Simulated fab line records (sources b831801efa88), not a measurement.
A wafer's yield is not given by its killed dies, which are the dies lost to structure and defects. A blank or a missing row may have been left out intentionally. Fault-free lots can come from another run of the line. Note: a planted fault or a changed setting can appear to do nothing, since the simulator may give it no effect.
A lot that was struck, set against a sound lot	flow sky130	42 out of 708 route steps
Sound: these wafers, L258.1, L258.4, L258.6. Struck: wafers L259.1, L259.2, L259.6. The cause is named last.
For every step that has rows: the tool of each side, followed by ch and its chambers, followed by its first start. Under that, the readings that differ: sound wafers	struck wafers	difference of the means	sigmas: that difference in standard deviations of wafers without a fault.
alike: readings with means less than 2 such deviations apart, plus words and numbers identical on both sides. not compared: withheld readings, readings lacking a value on some wafer, bounds such as >300 that could conceal the same value, and numbers that have no deviation in the record and whose values overlap.
A row with sigmas, a row that says differs or no value, or rows on one side alone: a step with any of these is where the two part. Numbers that have no deviation but don't overlap get no sigmas and don't part them. A reading missing from all wafers of one side parts the sides only when that side holds two or more wafers.

first, 1 step without rows for these wafers: SKY_POLY_CUT_ETCH_10 (etches BARC in N2/H2, stops on SiO2, time 45.9 s, target depth 60 nm).
SKY_POLY_CUT_ETCH_11: etches Si3N4 in CF4/CH2F2/Ar, stops on poly-Si, time 42.5 s, target depth 60 nm.
  sound on rieDiel-03 ch 1,2,3, day 25 22:12; struck on rieDiel-03 ch 1,3, day 26 14:45
  alike: drypumpMotorCurrentA, oesProductAu, throttleValvePct
  not compared: rfHoursCounterH
SKY_POLY_CUT_STRIP_12: strips in O2/N2.
  sound on plasmaAsher-04 ch 0,1, day 25 22:14; struck on plasmaAsher-03 ch 0,1, day 26 14:47
  alike: drypumpMotorCurrentA, oesProductAu, stripTimeToEndpointS
  not compared: rfHoursCounterH
then, 7 steps without rows for these wafers: SKY_SD_P_DEHYDRATE_00 (time 60 s); SKY_SD_P_HMDS_01 (prime time 60 s); SKY_SD_P_COAT_02 (resist thk 1140 nm); SKY_SD_P_SOFTBAKE_03 (time 60 s); SKY_SD_P_EXPOSE_04 (exposes mask PSDM, target cd 380 nm); SKY_SD_P_PEB_05; SKY_SD_P_DEVELOP_06 (develop time 60 s).
SKY_SD_P_CD_MEAS_07 targets a cd of 380 nm.
  sound on cdSem-02, day 27 03:36; struck on cdSem-01, day 27 19:22
  alike: cdNm
SKY_SD_P_OVL_MEAS_08:
  sound on overlay-02, day 27 03:43; struck on overlay-02, day 27 19:29
  alike: SD_P_OVL
SKY_SD_P_IMPLANT_09:
  sound on implanter-02 ch 0, day 27 03:45; struck on implanter-04 ch 0, day 27 19:31
SKY_SD_P_STRIP_10: strips in O2/N2.
  sound on plasmaAsher-01 ch 1, day 27 03:54; struck on plasmaAsher-03 ch 0,1, day 27 19:40
  alike: drypumpMotorCurrentA, oesProductAu, stripTimeToEndpointS
  not compared: rfHoursCounterH
SKY_SD_P_TW_MEAS_11:
  sound on filmMetro-04, day 27 04:00; struck on filmMetro-02, day 27 19:46
  alike: SD_P_TW
then, 8 steps without rows for these wafers: SKY_RES_XHIGH_DEHYDRATE_00 (time 60 s); SKY_RES_XHIGH_HMDS_01 (prime time 60 s); SKY_RES_XHIGH_COAT_02 (resist thk 1140 nm); SKY_RES_XHIGH_SOFTBAKE_03 (time 60 s); SKY_RES_XHIGH_EXPOSE_04 (exposes mask URPM, target cd 1270 nm); SKY_RES_XHIGH_PEB_05; SKY_RES_XHIGH_DEVELOP_06 (develop time 60 s); SKY_RES_XHIGH_IMPLANT_07.
SKY_RES_XHIGH_STRIP_08: strips in O2/N2.
  sound on plasmaAsher-04 ch 0, day 28 08:10; struck on plasmaAsher-01 ch 0,1, day 28 23:58
  alike: drypumpMotorCurrentA, oesProductAu, stripTimeToEndpointS
  not compared: rfHoursCounterH
SKY_RES_XHIGH_TW_MEAS_09:
  sound on filmMetro-02, day 28 08:16; struck on filmMetro-02, day 29 00:04
  alike: RES_XHIGH_TW
then, 7 steps without rows for these wafers: SKY_SD_N_DEHYDRATE_00 (time 60 s); SKY_SD_N_HMDS_01 (prime time 60 s); SKY_SD_N_COAT_02 (resist thk 1140 nm); SKY_SD_N_SOFTBAKE_03 (time 60 s); SKY_SD_N_EXPOSE_04 (exposes mask NSDM, target cd 380 nm); SKY_SD_N_PEB_05; SKY_SD_N_DEVELOP_06 (develop time 60 s).
SKY_SD_N_CD_MEAS_07 targets a cd of 380 nm.
  sound on cdSem-01, day 29 11:50; struck on cdSem-01, day 30 03:39
  alike: cdNm
SKY_SD_N_OVL_MEAS_08:
  sound on overlay-01, day 29 11:58; struck on overlay-02, day 30 03:46
  alike: SD_N_OVL
then, 2 steps without rows for these wafers: SKY_SD_N_IMPLANT_09; SKY_SD_N_IMPLANT_10.
SKY_SD_N_STRIP_11: strips in O2/N2.
  sound on plasmaAsher-02 ch 0,1, day 29 12:18; struck on plasmaAsher-01 ch 0,1, day 30 04:06
reading	sound	struck	difference	sigmas
drypumpMotorCurrentA (A)	6.3 6.5 6.5	5.4 5.5 5.5	-1.0	-2
  alike: oesProductAu, stripTimeToEndpointS
  not compared: rfHoursCounterH
SKY_SD_N_TW_MEAS_12:
  sound on filmMetro-04, day 29 12:24; struck on filmMetro-02, day 30 04:12
  alike: SD_N_TW
then, 2 steps without rows for these wafers: SKY_SD_N_CLEAN_13 (cleans in SC1/SC2, time 150 s); SKY_SD_N_RTA_14 (time 2 s).
SKY_SD_N_RS_MEAS_16: the measuring method here is four-point-probe.
  sound on filmMetro-02, day 29 12:41; struck on filmMetro-03, day 30 04:29
  alike: SD_N_RS
-- a jump in the record: the struck wafers' starts before and after are 17 days apart (it breaks off in module SD_N and resumes in module PAD_OPEN, where the first step shown is number 708 of the route) --
SKY_PAD_OPEN_PROBE_99:
  sound on prober-02, day 47 04:58; struck on prober-01, day 47 11:22
reading	sound	struck	difference	sigmas
model.etest.resHighPo.rsOhmSqRange	2.571 4.34 6.217	51.3 54.21 53.96	+48.8	
model.etest.resPdiff.rsOhmSqRange	1.926 3.097 2.732	17.42 17.35 20.27	+15.76	
  alike: killed_at_M0_to_M3, killed_at_M4_up, killedAtContacts, killedAtFrontEnd, killedAtOther, killedDies, killedOnRim, killedOpen, killedShort

## WHERE THEY PART
Within this record, at SKY_SD_N_STRIP_11 only. Later steps at which nothing parts them and some readings are alike: SKY_SD_N_TW_MEAS_12, SKY_SD_N_RS_MEAS_16, SKY_PAD_OPEN_PROBE_99.

WHY: what had been put in by the simulator
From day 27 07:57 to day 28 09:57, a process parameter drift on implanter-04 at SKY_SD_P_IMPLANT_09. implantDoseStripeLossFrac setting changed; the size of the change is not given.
